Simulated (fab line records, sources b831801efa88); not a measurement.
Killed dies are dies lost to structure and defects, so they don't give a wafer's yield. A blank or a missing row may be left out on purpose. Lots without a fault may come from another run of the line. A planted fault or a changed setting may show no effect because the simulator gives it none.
fab line records | flow gf180mcu
record lots=5 wafers=15 last_day=33
route steps=602 shown V3@454 M4@456 V4@476
lots that met no fault: from a run of the same line without faults
start_h: hours from the record's first day to the start of the lot's first wafer shown | wait_h: hours since the lot's step before | " the same as in the row above | L1.1+2: a row that stands for several wafers | - no value, or no start given | * or withheld: withheld | < > ~ a bound
route shown NAME@n: a module of which the file shows steps, and the number in the route of the first | usual: mean/standard deviation of fault-free wafers | same: alike in all rows | chamber/n: place in a boat | sites: the reading at each site | _std_site: their standard deviation | _edge_site: outer sites' mean less inner sites' | radius_mm: how far each site lies from the wafer's centre | mask NAME#n: copy n | behind: the tool/chamber that last shaped the wafer | hold: why the lot was held/for how many hours/how that ended | device: the transistor (n, p or np) that didn't switch | end of line: the same wafers' tests at the end of the route | a step without rows: its recipe alone | killed: dies lost to structure and defects at the first sort, not the wafer's yield | map: a wafer's dies, x killed, . not, _ none there
set.NAME: the setting as run; set.NAME@STEP: as run at that earlier step | model.NAME: the simulator's own value behind a step, which no gauge read
lots at some steps of the route; a table a step, a row a wafer
services: from which hour (start_h, from the record's first day; less than 0 if before it) a tool's chamber was out of use, for how many hours, and why
## steps
# step GF_V3_THK_MEAS_25
# recipe thk_meas_gauge=xrf reads=W_of_V3_CVD_23
# usual V3_W_THK=332/5.5
# columns lot.wafer tool chamber start_h wait_h V3_W_THK[nm]
L076.1 film_metro-04 - 537.78 0.1 330
L076.2 " - " " 331
L076.6 " - " " 328
L079.2 film_metro-04 - 557.98 0.1 324
L079.4 " - " " 325
L079.5 " - " " 330
L088.2 film_metro-02 - 627.23 0.1 328
L088.5 " - " " 325
L088.6 " - " " 326
L091.2 film_metro-04 - 650.25 0.1 338
L091.4 " - " " 337
L091.5 " - " " 337
L092.3 film_metro-02 - 659.74 0.1 331
L092.4 " - " " 328
L092.5 " - " " 325
# step GF_V3_CMP_26
# recipe stop_on=SiO2 down_force_psi=3.5 platen_rpm=60 t_overpolish_s=15 target_thk_nm=0 pad_velocity_m_s=0.94248
# usual motor_current_A=11.1/0.92 overpolish_run_s=14.998/0.0089 time_to_endpoint_s=86.0/2.8
# columns lot.wafer tool chamber start_h wait_h motor_current_A overpolish_run_s time_to_endpoint_s
L076.1 cmp-01 1 537.89 0.1 10.8 14.999 85.7
L076.2 " 3 " " 12.3 15.015 80.9
L076.6 " 1 " " 10.8 14.996 81.5
L079.4 cmp-02 0 558.13 0.1 11.4 14.992 83.9
L079.2 " 1 " " 11.0 14.997 86.8
L079.5 " 3 " " 10.2 14.997 84.9
L088.2 cmp-02 1 627.43 0.2 11.3 15.001 87.9
L088.5 " 2 " " 11.7 14.994 82.2
L088.6 " 3 " " 10.0 14.991 87.9
L091.4 cmp-01 1 650.30 0.0 10.6 15.001 84.6
L091.2 " 0 " " 10.0 14.998 86.9
L091.5 " 2 " " 11.7 14.987 85.3
L092.4 cmp-02 2 659.83 0.1 12.3 15.002 86.6
L092.3 " 0 " " 11.8 14.995 87.1
L092.5 " 1 " " 11.2 14.995 86.9
# step GF_M4_SPUTTER_00
# recipe material=Ti target_thk_nm=37.5 arriving_ion_energy_ev=80 substrate_temp_c=200 chamber_pressure_pa=2 power_w=4000 time_s=150
# usual throttle_valve_pct=30.1/0.8
# columns lot.wafer tool chamber start_h wait_h throttle_valve_pct
L076.1 pvd_sputter-02 - 538.14 0.2 30.7
L076.2 " - " " 31.8
L076.6 " - " " 30.5
L079.2 pvd_sputter-04 - 558.33 0.1 29.0
L079.4 " - " " 30.1
L079.5 " - " " 29.3
L088.2 pvd_sputter-04 - 627.58 0.1 28.9
L088.5 " - " " 30.0
L088.6 " - " " 29.2
L091.2 pvd_sputter-03 - 650.60 0.1 29.2
L091.4 " - " " 29.8
L091.5 " - " " 30.6
L092.3 pvd_sputter-03 - 660.08 0.1 30.5
L092.4 " - " " 29.2
L092.5 " - " " 29.8
# step GF_M4_SPUTTER_01
# recipe material=TiN target_thk_nm=30 power_w=6500 time_s=25 chamber_pressure_pa=0.4
# usual throttle_valve_pct=30.1/0.79
# columns lot.wafer tool chamber start_h wait_h throttle_valve_pct
L076.1 pvd_sputter-02 - 538.24 0.1 30.9
L076.2 " - " " 32.0
L076.6 " - " " 30.3
L079.2 pvd_sputter-04 - 558.43 0.1 29.0
L079.4 " - " " 30.3
L079.5 " - " " 29.3
L088.2 pvd_sputter-04 - 627.68 0.1 29.5
L088.5 " - " " 30.0
L088.6 " - " " 29.1
L091.2 pvd_sputter-03 - 650.70 0.1 29.0
L091.4 " - " " 29.8
L091.5 " - " " 30.5
L092.3 pvd_sputter-03 - 660.18 0.1 30.4
L092.4 " - " " 28.8
L092.5 " - " " 29.8
# step GF_M4_SPUTTER_02
# recipe material=AlCu target_thk_nm=450 power_w=10600 time_s=23.9 chamber_pressure_pa=0.4
# usual throttle_valve_pct=30.1/0.8
# columns lot.wafer tool chamber start_h wait_h throttle_valve_pct
L076.1 pvd_sputter-02 - 538.27 0.0 30.9
L076.2 " - " " 31.8
L076.6 " - " " 30.2
L079.2 pvd_sputter-04 - 558.46 0.0 29.3
L079.4 " - " " 29.9
L079.5 " - " " 29.1
L088.2 pvd_sputter-04 - 627.71 0.0 29.2
L088.5 " - " " 30.1
L088.6 " - " " 29.0
L091.2 pvd_sputter-03 - 650.73 0.0 29.1
L091.4 " - " " 29.8
L091.5 " - " " 30.4
L092.3 pvd_sputter-03 - 660.21 0.0 30.7
L092.4 " - " " 28.9
L092.5 " - " " 30.2
# step GF_M4_SPUTTER_03
# recipe material=Ti target_thk_nm=10 substrate_temp_c=300 chamber_pressure_pa=0.3 power_w=3000 time_s=6.7
# usual throttle_valve_pct=30.1/0.8
# columns lot.wafer tool chamber start_h wait_h throttle_valve_pct
L076.1 pvd_sputter-02 - 538.30 0.0 30.8
L076.2 " - " " 31.9
L076.6 " - " " 30.1
L079.2 pvd_sputter-04 - 558.49 0.0 29.1
L079.4 " - " " 30.1
L079.5 " - " " 29.3
L088.2 pvd_sputter-04 - 627.74 0.0 29.1
L088.5 " - " " 30.1
L088.6 " - " " 28.9
L091.2 pvd_sputter-03 - 650.76 0.0 29.1
L091.4 " - " " 29.5
L091.5 " - " " 30.7
L092.3 pvd_sputter-03 - 660.24 0.0 30.7
L092.4 " - " " 29.1
L092.5 " - " " 29.9
# step GF_M4_SPUTTER_04
# recipe material=TiN target_thk_nm=50 power_w=6500 time_s=42.81 chamber_pressure_pa=0.4
# usual throttle_valve_pct=30.1/0.78
# columns lot.wafer tool chamber start_h wait_h throttle_valve_pct
L076.1 pvd_sputter-02 - 538.32 0.0 30.6
L076.2 " - " " 31.9
L076.6 " - " " 30.3
L079.2 pvd_sputter-04 - 558.51 0.0 28.8
L079.4 " - " " 29.9
L079.5 " - " " 29.2
L088.2 pvd_sputter-04 - 627.76 0.0 28.9
L088.5 " - " " 30.3
L088.6 " - " " 29.2
L091.2 pvd_sputter-03 - 650.78 0.0 29.1
L091.4 " - " " 29.8
L091.5 " - " " 30.7
L092.3 pvd_sputter-03 - 660.26 0.0 30.3
L092.4 " - " " 29.1
L092.5 " - " " 29.9
# step GF_M4_RS_MEAS_05
# recipe thk_meas_gauge=four-point-probe reads=TiN_of_M4_SPUTTER_04+Ti_of_M4_SPUTTER_03+AlCu_of_M4_SPUTTER_02+TiN_of_M4_SPUTTER_01+Ti_of_M4_SPUTTER_00
# usual M4_ALCU_RS=0.0695/0.00065
# columns lot.wafer tool chamber start_h wait_h M4_ALCU_RS[ohm/sq]
L076.1 film_metro-04 - 538.36 0.0 0.0706
L076.2 " - " " 0.0708
L076.6 " - " " 0.0711
L079.2 film_metro-04 - 558.57 0.0 0.0692
L079.4 " - " " 0.0689
L079.5 " - " " 0.0693
L088.2 film_metro-04 - 627.83 0.1 0.0689
L088.5 " - " " 0.0689
L088.6 " - " " 0.0694
L091.2 film_metro-01 - 650.84 0.0 0.0687
L091.4 " - " " 0.0692
L091.5 " - " " 0.0687
L092.3 film_metro-01 - 660.34 0.1 0.0687
L092.4 " - " " 0.0687
L092.5 " - " " 0.0693
# step GF_M4_THK_MEAS_06
# recipe thk_meas_gauge=xrf reads=AlCu_of_M4_SPUTTER_02
# usual M4_ALCU_THK=450/4
# columns lot.wafer tool chamber start_h wait_h M4_ALCU_THK[nm]
L076.1 film_metro-04 - 538.48 0.1 447
L076.2 " - " " 443
L076.6 " - " " 442
L079.2 film_metro-04 - 558.68 0.1 454
L079.4 " - " " 456
L079.5 " - " " 451
L088.2 film_metro-04 - 627.94 0.1 457
L088.5 " - " " 458
L088.6 " - " " 452
L091.2 film_metro-01 - 650.95 0.1 455
L091.4 " - " " 451
L091.5 " - " " 453
L092.3 film_metro-01 - 660.44 0.1 453
L092.4 " - " " 454
L092.5 " - " " 447
# step GF_M4_DEHYDRATE_07
# recipe temp_c=200 time_s=60
# columns lot.wafer tool chamber start_h wait_h
L076.1+2+6 litho_track-01 0 548.57 10.1
L079.2+4+5 litho_track-03 0 568.88 10.2
L088.2+5+6 litho_track-02 0 637.52 9.6
L091.2+4+5 litho_track-03 0 660.18 9.2
L092.3+4+5 litho_track-01 0 669.82 9.4
# step GF_M4_HMDS_08
# recipe prime_time_s=60 prime_temp_c=120
# usual prime_temp_c=120.01/0.14
# columns lot.wafer tool chamber start_h wait_h prime_temp_c
L076.1 litho_track-01 0 548.72 0.1 120.01
L076.2 " 0 " " 119.87
L076.6 " 0 " " 120.04
L079.2 litho_track-03 0 569.03 0.1 120.08
L079.4 " 0 " " 120.18
L079.5 " 0 " " 120.09
L088.2 litho_track-02 0 637.67 0.1 119.94
L088.5 " 0 " " 119.95
L088.6 " 0 " " 119.99
L091.2 litho_track-03 0 660.33 0.1 119.99
L091.4 " 0 " " 120.03
L091.5 " 0 " " 119.96
L092.3 litho_track-01 0 669.97 0.1 120.14
L092.4 " 0 " " 120.15
L092.5 " 0 " " 120.21
# step GF_M4_COAT_09
# recipe resist=KrF spin_rpm=withheld resist_thk_nm=1000
# columns lot.wafer tool chamber start_h wait_h
L076.1+2+6 litho_track-01 0 548.87 0.1
L079.2+4+5 litho_track-03 0 569.18 0.1
L088.2+5+6 litho_track-02 0 637.82 0.1
L091.2+4+5 litho_track-03 0 660.48 0.1
L092.3+4+5 litho_track-01 0 670.12 0.1
# step GF_M4_SOFTBAKE_10
# recipe temp_c=130 time_s=60 resist=KrF
# columns lot.wafer tool chamber start_h wait_h
L076.1+2+6 litho_track-01 0 549.02 0.1
L079.2+4+5 litho_track-03 0 569.33 0.1
L088.2+5+6 litho_track-02 0 637.97 0.1
L091.2+4+5 litho_track-03 0 660.63 0.1
L092.3+4+5 litho_track-01 0 670.27 0.1
# step GF_M4_EXPOSE_11
# recipe mask_id=Metal4 target_cd_nm=280 na=0.68 source_shape=conventional sigma_outer=0.6 dose_mj=28
# same sigma_outer=0.6
# columns lot.wafer tool chamber start_h wait_h mask
L076.1+2+6 krf_scanner-01 0 - - Metal4#0
L079.2+4+5 krf_scanner-01 0 - - Metal4#0
L088.2+5+6 krf_scanner-02 0 - - Metal4#0
L091.2+4+5 krf_scanner-01 0 - - Metal4#0
L092.3+4+5 krf_scanner-02 0 - - Metal4#0
# step GF_M4_PEB_12
# recipe peb_temp_c=135 peb_time_s=90 resist=KrF
# same peb_time_s=90
# columns lot.wafer tool chamber start_h wait_h
L076.1+2+6 litho_track-01 0 - -
L079.2+4+5 litho_track-03 0 - -
L088.2+5+6 litho_track-03 0 - -
L091.2+4+5 litho_track-03 0 - -
L092.3+4+5 litho_track-01 0 - -
# step GF_M4_DEVELOP_13
# recipe develop_time_s=60 dev_temp_c=21
# columns lot.wafer tool chamber start_h wait_h
L076.1+2+6 litho_track-01 0 560.42 0.2
L079.2+4+5 litho_track-03 0 579.78 0.2
L088.2+5+6 litho_track-03 0 648.28 0.2
L091.2+4+5 litho_track-03 0 670.58 0.2
L092.3+4+5 litho_track-01 0 679.72 0.1
# step GF_M4_CD_MEAS_14
# recipe target_cd_nm=280
# usual cd_nm=280.1/1.3
# columns lot.wafer tool chamber start_h wait_h cd_nm
L076.1 cd_sem-02 - 560.57 0.1 279.0
L076.2 " - " " 279.3
L076.6 " - " " 279.9
L079.2 cd_sem-01 - 579.93 0.1 277.5
L079.4 " - " " 278.6
L079.5 " - " " 278.5
L088.2 cd_sem-01 - 648.43 0.1 281.1
L088.5 " - " " 282.1
L088.6 " - " " 282.8
L091.2 cd_sem-01 - 670.73 0.1 279.6
L091.4 " - " " 278.6
L091.5 " - " " 279.5
L092.3 cd_sem-02 - 679.86 0.1 280.4
L092.4 " - " " 281.9
L092.5 " - " " 280.2
# step GF_M4_OVL_MEAS_15
# usual M4_OVL=3/5.1
# columns lot.wafer tool chamber start_h wait_h M4_OVL[nm]
L076.1 overlay-02 - 560.69 0.1 11
L076.2 " - " " 10
L076.6 " - " " 3
L079.2 overlay-01 - 580.04 0.1 5
L079.4 " - " " -4
L079.5 " - " " -1
L088.2 overlay-01 - 648.54 0.1 4
L088.5 " - " " 3
L088.6 " - " " 7
L091.2 overlay-02 - 670.83 0.1 1
L091.4 " - " " 6
L091.5 " - " " 7
L092.3 overlay-01 - 679.95 0.1 -3
L092.4 " - " " -9
L092.5 " - " " 3
# step GF_M4_METAL_ETCH_16
# recipe chemistry=Cl2/BCl3 mask_material=KrF target_depth_nm=750.8 stop_on=SiO2 pressure_mtorr=8 icp_w=800 bias_w=140 Cl2_flow_sccm=80 bcl3_flow_sccm=40 time_s=125.1
# usual drypump_motor_current_A=5.7/0.48 he_backside_leak_sccm=3.27/0.27 oes_product_au=0.990/0.0058 throttle_valve_pct=28.231/0.01
# columns lot.wafer tool chamber start_h wait_h drypump_motor_current_A he_backside_leak_sccm oes_product_au rf_hours_counter_h throttle_valve_pct
L076.1 rie_metal-04 1 560.73 0.0 6.2 2.88 0.992 0 28.239
L076.2 " 0 " " 5.7 3.70 0.992 11 28.232
L076.6 " 1 " " 6.2 3.07 0.981 - 28.239
L079.2 rie_metal-04 0 580.07 0.0 5.7 3.63 0.993 12 28.238
L079.4 " 0 " " 5.7 3.52 0.991 - 28.251
L079.5 " 0 " " 5.7 3.60 0.979 - 28.220
L088.2 rie_metal-01 0 648.61 0.1 5.8 3.09 1.003 - 28.217
L088.5 " 0 " " 5.8 3.12 0.992 - 28.224
L088.6 " 0 " " 5.8 3.08 0.997 - 28.223
L091.2 rie_metal-02 0 670.86 0.0 6.2 3.57 0.989 1 28.229
L091.4 " 0 " " 6.2 3.70 0.995 - 28.227
L091.5 " 0 " " 6.2 3.62 0.987 - 28.238
L092.3 rie_metal-02 1 680.02 0.1 4.8 3.25 0.986 - 28.212
L092.4 " 0 " " 6.2 3.67 0.986 - 28.230
L092.5 " 0 " " 6.2 3.76 0.982 - 28.245
# step GF_M4_STRIP_17
# recipe chemistry=O2/N2 power_w=1400 pressure_mtorr=1500 platen_temp_c=250 o2_flow_sccm=3000 n2_flow_sccm=300 overash_fraction=0.5
# usual drypump_motor_current_A=5.64/0.13 heater_power_w=319/37 o2_flow_sccm=2998/8.4 oes_product_au=0.537/0.0048 strip_time_to_endpoint_s=7.38/0.034
# columns lot.wafer tool chamber start_h wait_h drypump_motor_current_A heater_power_w o2_flow_sccm oes_product_au rf_hours_counter_h strip_time_to_endpoint_s
L076.1 plasma_asher-03 0 560.85 0.1 5.76 293 2988 0.539 91 7.33
L076.2 " 1 " " 5.42 343 3003 0.531 91 7.34
L076.6 " 1 " " 5.43 355 2996 0.529 - 7.34
L079.2 plasma_asher-01 0 580.19 0.1 5.75 292 3001 0.545 50 7.42
L079.4 " 0 " " 5.75 282 2991 0.537 - 7.44
L079.5 " 0 " " 5.70 283 2993 0.538 - 7.46
L088.2 plasma_asher-03 1 648.82 0.2 5.44 352 3011 0.543 100 7.36
L088.5 " 1 " " 5.42 349 3002 0.537 - 7.37
L088.6 " 0 " " 5.76 292 3000 0.536 - 7.34
L091.2 plasma_asher-02 0 670.99 0.1 5.63 319 2999 0.536 90 7.37
L091.4 " 0 " " 5.66 319 2997 0.542 - 7.39
L091.5 " 0 " " 5.65 322 2995 0.532 - 7.37
L092.3 plasma_asher-02 0 680.14 0.1 5.66 334 3005 0.536 - 7.36
L092.4 " 1 " " 5.77 277 3000 0.539 - 7.34
L092.5 " 0 " " 5.66 311 2995 0.540 - 7.36
# step GF_M4_STRIP_18
# recipe chemistry=post_etch_residue_remover time_s=1200 temp_c=72.5
# columns lot.wafer tool chamber start_h wait_h
L076.1+2+6 wet_bench-01 3 560.95 0.1
L079.2+4+5 wet_bench-01 0 580.29 0.1
L088.2+5+6 wet_bench-02 2 648.92 0.1
L091.2+4+5 wet_bench-03 3 671.09 0.1
L092.3+4+5 wet_bench-02 1 680.20 0.0
# step GF_M4_CLEAN_19
# recipe chemistry=DIW dry=n2_spin
# columns lot.wafer tool chamber start_h wait_h
L076.1+2+6 wet_bench-02 1 561.30 0.0
L079.2+4+5 wet_bench-03 3 580.70 0.0
L088.2+5+6 wet_bench-01 0 649.27 0.0
L091.2+4+5 wet_bench-02 1 671.44 0.0
L092.3+4+5 wet_bench-03 0 680.54 0.0
# step GF_V4_CVD_00
# recipe material=SiO2 target_thk_nm=600 sigma_open_frac=0.3 temp_c=400 time_s=100 sih4_flow_sccm=60 pressure_mtorr=6
# usual susceptor_temp_C=400.02/0.23
# columns lot.wafer tool chamber start_h wait_h susceptor_temp_C
L076.1 hdpcvd-01 0 561.39 0.0 400.06
L076.2 " 2 " " 400.19
L076.6 " 2 " " 400.32
L079.2 hdpcvd-02 1 580.79 0.0 400.07
L079.4 " 2 " " 400.54
L079.5 " 0 " " 399.83
L088.2 hdpcvd-02 1 649.36 0.0 400.16
L088.5 " 2 " " 400.06
L088.6 " 1 " " 399.96
L091.2 hdpcvd-01 1 671.53 0.0 400.02
L091.4 " 0 " " 400.43
L091.5 " 2 " " 399.93
L092.3 hdpcvd-02 2 680.75 0.0 399.69
L092.4 " 1 " " 399.89
L092.5 " 0 " " 400.21
# step GF_V4_THK_MEAS_01
# recipe reads=SiO2_of_V4_CVD_00
# usual V4_CVD_00_THK=600/5.4
# columns lot.wafer tool chamber start_h wait_h V4_CVD_00_THK[nm]
L076.1 film_metro-02 - 561.46 0.0 600
L076.2 " - " " 602
L076.6 " - " " 600
L079.2 film_metro-03 - 580.88 0.0 597
L079.4 " - " " 596
L079.5 " - " " 600
L088.2 film_metro-01 - 649.44 0.0 601
L088.5 " - " " 603
L088.6 " - " " 613
L091.2 film_metro-02 - 671.61 0.0 602
L091.4 " - " " 600
L091.5 " - " " 598
L092.3 film_metro-02 - 680.84 0.1 593
L092.4 " - " " 598
L092.5 " - " " 585
# step GF_V4_CVD_02
# recipe material=SiO2 target_thk_nm=850 precursor=TEOS temp_c=400 time_s=94.851 rf_w=600
# usual heater_power_outer_w=423/59 heater_power_w=709/87 susceptor_temp_C=400.01/0.24
# columns lot.wafer tool chamber start_h wait_h heater_power_outer_w heater_power_w susceptor_temp_C
L076.1 pecvd-01 2 561.52 0.1 513 843 399.83
L076.2 " 0 " " 369 624 400.26
L076.6 " 1 " " 482 824 400.24
L079.2 pecvd-04 2 580.93 0.0 378 626 400.01
L079.4 " 0 " " 402 674 400.26
L079.5 " 1 " " 450 739 400.22
L088.2 pecvd-04 2 649.49 0.0 419 709 399.86
L088.5 " 2 " " 438 723 400.43
L088.6 " 0 " " 458 733 399.76
L091.2 pecvd-01 0 671.66 0.0 350 588 399.70
L091.4 " 0 " " 387 624 399.99
L091.5 " 2 " " 502 852 399.95
L092.3 pecvd-02 0 680.88 0.0 393 604 400.00
L092.4 " 2 " " 448 731 400.22
L092.5 " 1 " " 420 796 400.30
# step GF_V4_THK_MEAS_03
# recipe reads=SiO2_of_V4_CVD_02
# usual V4_CVD_02_THK=851/11
# columns lot.wafer tool chamber start_h wait_h V4_CVD_02_THK[nm]
L076.1 film_metro-03 - 561.59 0.0 835
L076.2 " - " " 844
L076.6 " - " " 852
L079.2 film_metro-01 - 581.00 0.0 863
L079.4 " - " " 869
L079.5 " - " " 879
L088.2 film_metro-02 - 649.57 0.0 846
L088.5 " - " " 854
L088.6 " - " " 869
L091.2 film_metro-02 - 671.74 0.0 839
L091.4 " - " " 856
L091.5 " - " " 859
L092.3 film_metro-01 - 680.97 0.1 842
L092.4 " - " " 864
L092.5 " - " " 860
# step GF_V4_CMP_04
# recipe material=SiO2 down_force_psi=4 platen_rpm=60 pad_velocity_m_s=0.94248
# usual motor_current_A=12.1/1 time_to_endpoint_s=82/4.9
# columns lot.wafer tool chamber start_h wait_h motor_current_A time_to_endpoint_s
L076.1 cmp-02 1 561.65 0.1 12.2 79
L076.2 " 2 " " 13.7 81
L076.6 " 2 " " 13.3 86
L079.2 cmp-02 2 581.10 0.1 13.0 85
L079.4 " 1 " " 12.2 87
L079.5 " 2 " " 13.3 92
L088.2 cmp-01 2 649.67 0.1 12.6 83
L088.6 " 1 " " 11.9 90
L088.5 " 2 " " 12.6 82
L091.2 cmp-01 0 671.79 0.0 10.8 77
L091.4 " 2 " " 12.4 83
L091.5 " 1 " " 11.7 81
L092.3 cmp-02 3 681.11 0.1 10.3 76
L092.4 " 0 " " 12.1 83
L092.5 " 2 " " 12.9 82
# step GF_V4_BOW_MEAS_05
# recipe mode=bow
# usual V4_BOW=133/8.4
# columns lot.wafer tool chamber start_h wait_h V4_BOW[um]
L076.1 film_metro-02 - 561.95 0.2 124
L076.2 " - " " 133
L076.6 " - " " 136
L079.2 film_metro-03 - 581.42 0.3 115
L079.4 " - " " 140
L079.5 " - " " 140
L088.2 film_metro-02 - 649.94 0.2 129
L088.5 " - " " 153
L088.6 " - " " 152
L091.2 film_metro-02 - 672.11 0.3 121
L091.4 " - " " 130
L091.5 " - " " 135
L092.3 film_metro-01 - 681.35 0.2 125
L092.4 " - " " 136
L092.5 " - " " 139
# step GF_V4_DEHYDRATE_06
# recipe temp_c=200 time_s=60
# columns lot.wafer tool chamber start_h wait_h
L076.1+2+6 litho_track-03 0 571.91 9.9
L079.2+4+5 litho_track-04 0 591.41 10.0
L088.2+5+6 litho_track-04 0 659.31 9.4
L091.2+4+5 litho_track-04 0 680.71 8.6
L092.3+4+5 litho_track-02 0 690.05 8.7
# step GF_V4_HMDS_07
# recipe prime_time_s=60 prime_temp_c=120
# usual prime_temp_c=120.02/0.14
# columns lot.wafer tool chamber start_h wait_h prime_temp_c
L076.1 litho_track-03 0 572.06 0.1 120.05
L076.2 " 0 " " 119.96
L076.6 " 0 " " 119.86
L079.2 litho_track-04 0 591.56 0.1 120.19
L079.4 " 0 " " 120.04
L079.5 " 0 " " 120.14
L088.2 litho_track-04 0 659.46 0.1 120.08
L088.5 " 0 " " 120.08
L088.6 " 0 " " 119.93
L091.2 litho_track-04 0 680.86 0.1 119.77
L091.4 " 0 " " 120.19
L091.5 " 0 " " 120.02
L092.3 litho_track-02 0 690.20 0.1 120.03
L092.4 " 0 " " 119.94
L092.5 " 0 " " 120.06
# step GF_V4_COAT_08
# recipe resist=BARC temp_c=withheld time_s=withheld spin_rpm=withheld resist_thk_nm=withheld
# columns lot.wafer tool chamber start_h wait_h
L076.1+2+6 litho_track-03 0 572.21 0.1
L079.2+4+5 litho_track-04 0 591.71 0.1
L088.2+5+6 litho_track-04 0 659.61 0.1
L091.2+4+5 litho_track-04 0 681.01 0.1
L092.3+4+5 litho_track-02 0 690.35 0.1
# step GF_V4_COAT_09
# recipe resist=KrF spin_rpm=withheld resist_thk_nm=982.1
# columns lot.wafer tool chamber start_h wait_h
L076.1+2+6 litho_track-03 0 - -
L079.2+4+5 litho_track-04 0 - -
L088.2+5+6 litho_track-04 0 - -
L091.2+4+5 litho_track-04 0 - -
L092.3+4+5 litho_track-02 0 - -
# step GF_V4_SOFTBAKE_10
# recipe temp_c=130 time_s=60 resist=KrF
# columns lot.wafer tool chamber start_h wait_h
L076.1+2+6 litho_track-03 0 - -
L079.2+4+5 litho_track-04 0 - -
L088.2+5+6 litho_track-04 0 - -
L091.2+4+5 litho_track-04 0 - -
L092.3+4+5 litho_track-02 0 - -
# step GF_V4_EXPOSE_11
# recipe mask_id=Via4 target_cd_nm=260 na=0.68 source_shape=conventional sigma_outer=0.6 dose_mj=38
# same sigma_outer=0.6
# columns lot.wafer tool chamber start_h wait_h mask
L076.1+2+6 krf_scanner-01 0 - - Via4#0
L079.2+4+5 krf_scanner-01 0 - - Via4#0
L088.2+5+6 krf_scanner-01 0 - - Via4#0
L091.2+4+5 krf_scanner-01 0 - - Via4#0
L092.3+4+5 krf_scanner-01 0 - - Via4#0
# step GF_V4_PEB_12
# recipe peb_temp_c=135 peb_time_s=90 resist=KrF
# same peb_time_s=90
# columns lot.wafer tool chamber start_h wait_h
L076.1+2+6 litho_track-02 0 - -
L079.2+4+5 litho_track-02 0 - -
L088.2+5+6 litho_track-03 0 - -
L091.2+4+5 litho_track-04 0 - -
L092.3+4+5 litho_track-02 0 - -
# step GF_V4_DEVELOP_13
# recipe develop_time_s=60 resist=KrF dev_temp_c=21
# columns lot.wafer tool chamber start_h wait_h
L076.1+2+6 litho_track-02 0 583.25 0.2
L079.2+4+5 litho_track-02 0 602.42 0.2
L088.2+5+6 litho_track-03 0 669.63 0.2
L091.2+4+5 litho_track-04 0 690.46 0.2
L092.3+4+5 litho_track-02 0 700.20 0.1
# step GF_V4_CD_MEAS_14
# recipe target_cd_nm=260
# usual cd_nm=259.6/1.3
# columns lot.wafer tool chamber start_h wait_h cd_nm
L076.1 cd_sem-01 - 583.40 0.1 259.4
L076.2 " - " " 260.1
L076.6 " - " " 258.0
L079.2 cd_sem-02 - 602.57 0.1 261.4
L079.4 " - " " 259.8
L079.5 " - " " 259.0
L088.2 cd_sem-01 - 669.78 0.1 260.1
L088.5 " - " " 261.0
L088.6 " - " " 260.0
L091.2 cd_sem-01 - 690.61 0.1 256.8
L091.4 " - " " 257.3
L091.5 " - " " 257.4
L092.3 cd_sem-02 - 700.34 0.1 259.4
L092.4 " - " " 259.2
L092.5 " - " " 259.1
# step GF_V4_OVL_MEAS_15
# usual V4_OVL=0/4.8
# columns lot.wafer tool chamber start_h wait_h V4_OVL[nm]
L076.1 overlay-01 - 583.52 0.1 8
L076.2 " - " " 1
L076.6 " - " " 6
L079.2 overlay-01 - 602.67 0.1 -1
L079.4 " - " " 2
L079.5 " - " " -3
L088.2 overlay-02 - 669.88 0.1 7
L088.5 " - " " -1
L088.6 " - " " 4
L091.2 overlay-02 - 690.71 0.1 2
L091.4 " - " " 0
L091.5 " - " " 4
L092.3 overlay-01 - 700.43 0.1 9
L092.4 " - " " 5
L092.5 " - " " -2
# step GF_V4_ETCH_16
# recipe chemistry=N2/H2 target_depth_a=withheld overetch_a=withheld time_s=withheld target=BARC ion_energy_ev=200 source_w=500 bias_w=100 pressure_mtorr=30 n2_flow_sccm=100 h2_flow_sccm=200
# usual drypump_motor_current_A=6.1/0.42 oes_product_au=0.854/0.0053 throttle_valve_pct=13.225/0.009
# columns lot.wafer tool chamber start_h wait_h drypump_motor_current_A oes_product_au throttle_valve_pct
L076.1 rie_diel-03 1 583.55 0.0 5.8 0.857 13.231
L076.2 " 0 " " 6.7 0.861 13.214
L076.6 " 2 " " 5.3 0.855 13.233
L079.2 rie_diel-02 1 602.70 0.0 5.7 0.844 13.228
L079.4 " 0 " " 5.8 0.849 13.226
L079.5 " 1 " " 5.7 0.862 13.220
L088.2 rie_diel-04 1 669.91 0.0 6.4 0.855 13.219
L088.5 " 0 " " 6.6 0.856 13.231
L088.6 " 3 " " 6.0 0.862 13.224
L091.2 rie_diel-04 0 690.74 0.0 6.6 0.852 13.229
L091.4 " 3 " " 6.0 0.856 13.223
L091.5 " 0 " " 6.6 0.858 13.221
L092.3 rie_diel-02 3 700.45 0.0 5.8 0.857 13.228
L092.4 " 2 " " 6.6 0.856 13.213
L092.5 " 2 " " 6.6 0.864 13.212
# step GF_V4_ETCH_17
# recipe chemistry=C4F8/O2/Ar mask_material=KrF target=SiO2 stop_on=TiN source_w=1500 bias_w=1200 pressure_mtorr=40 c4f8_flow_sccm=withheld O2_flow_sccm=6 Ar_flow_sccm=300 time_s=withheld target_depth_a=6300
# usual oes_product_au=0.856/0.0045
# columns lot.wafer tool chamber start_h wait_h oes_product_au
L076.1 rie_diel-03 1 - - 0.862
L076.2 " 0 " " 0.856
L076.6 " 2 " " 0.862
L079.2 rie_diel-02 1 - - 0.851
L079.4 " 0 " " 0.862
L079.5 " 1 " " 0.853
L088.2 rie_diel-04 1 - - 0.857
L088.5 " 0 " " 0.849
L088.6 " 3 " " 0.850
L091.2 rie_diel-04 0 - - 0.854
L091.4 " 3 " " 0.859
L091.5 " 0 " " 0.853
L092.3 rie_diel-02 3 - - 0.863
L092.4 " 2 " " 0.862
L092.5 " 2 " " 0.861
## services
# columns tool chamber start_h hours kind
cmp-02 - 520.35 5.3 pm
rie_diel-02 0 525.70 15.2 repair
pvd_sputter-02 - 540.58 1.6 repair
rie_diel-02 - 541.66 0.4 repair
rie_diel-02 1 549.86 2.5 repair
rie_diel-02 3 553.07 7.3 repair
cmp-01 - 556.35 4.9 pm
rie_diel-02 3 563.36 11.2 repair
pvd_sputter-04 - 564.72 4.1 repair
cmp-01 - 572.14 4.0 pm
cmp-01 - 580.80 0.6 repair
cmp-01 - 591.36 1.2 repair
rie_diel-02 3 596.66 32.4 repair
pvd_sputter-03 - 599.51 2.1 repair
pvd_sputter-02 - 602.98 2.5 repair
krf_scanner-01 - 603.63 3.2 repair
cmp-02 - 610.54 4.7 repair
krf_scanner-01 - 615.90 0.8 pm
pvd_sputter-03 - 632.24 1.2 repair
krf_scanner-01 - 633.94 1.0 pm
cmp-02 - 648.92 6.2 repair
cmp-02 - 669.67 9.1 pm
pvd_sputter-03 - 673.41 5.4 repair
krf_scanner-01 - 688.78 1.3 pm
## key
fault none
